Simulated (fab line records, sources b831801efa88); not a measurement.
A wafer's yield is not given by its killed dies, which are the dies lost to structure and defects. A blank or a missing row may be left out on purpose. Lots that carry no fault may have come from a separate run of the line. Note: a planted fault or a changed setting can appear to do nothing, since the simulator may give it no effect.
The tool behind it: which one? | flow gf180mcu | route of 602 steps, sampled at 1 step: 6 lots, 18 wafers

## WHAT EACH GAUGE READ, for each wafer
GF_V1_THK_MEAS_03.
lot  | measured     | on            | V1_CVD_02_THK (nm)
L424 | day 18 00:25 | film-metro-04 | 850 844 866
L426 | day 18 18:25 | film-metro-01 | 841 875 850
L428 | day 19 11:34 | film-metro-02 | 855 870 871
L433 | day 21 11:19 | film-metro-04 | 849 859 848
L436 | day 22 04:54 | film-metro-01 | 838 824 852
L440 | day 23 18:46 | film-metro-04 | 826 838 840

## EACH LOT AND THE TOOL THAT RAN IT (in order: tool; ch and the chambers of the sampled wafers; start)
Record: no process step prior to these readings.

## THE ANSWER, worked out from the rows above alone
Rule: what is usual is taken from the lots themselves. The widest of any qualifying gaps counts: lots, ordered by their means at a reading, are off when they make up no more than a third of the lots, leave a main group of 4 or more, and stand apart from it by 3 or more times the standard deviation of that group's means. A main group is skipped when, at the precision printed for the reading in the tables above, its means are all equal. Also off: a lot with no number at a reading for which 4 or more lots have one. All remaining lots with rows at the step are treated as sound.
Nothing can be told from this: no lot is off at any reading shown.

## WHAT THE SIMULATOR PUT IN
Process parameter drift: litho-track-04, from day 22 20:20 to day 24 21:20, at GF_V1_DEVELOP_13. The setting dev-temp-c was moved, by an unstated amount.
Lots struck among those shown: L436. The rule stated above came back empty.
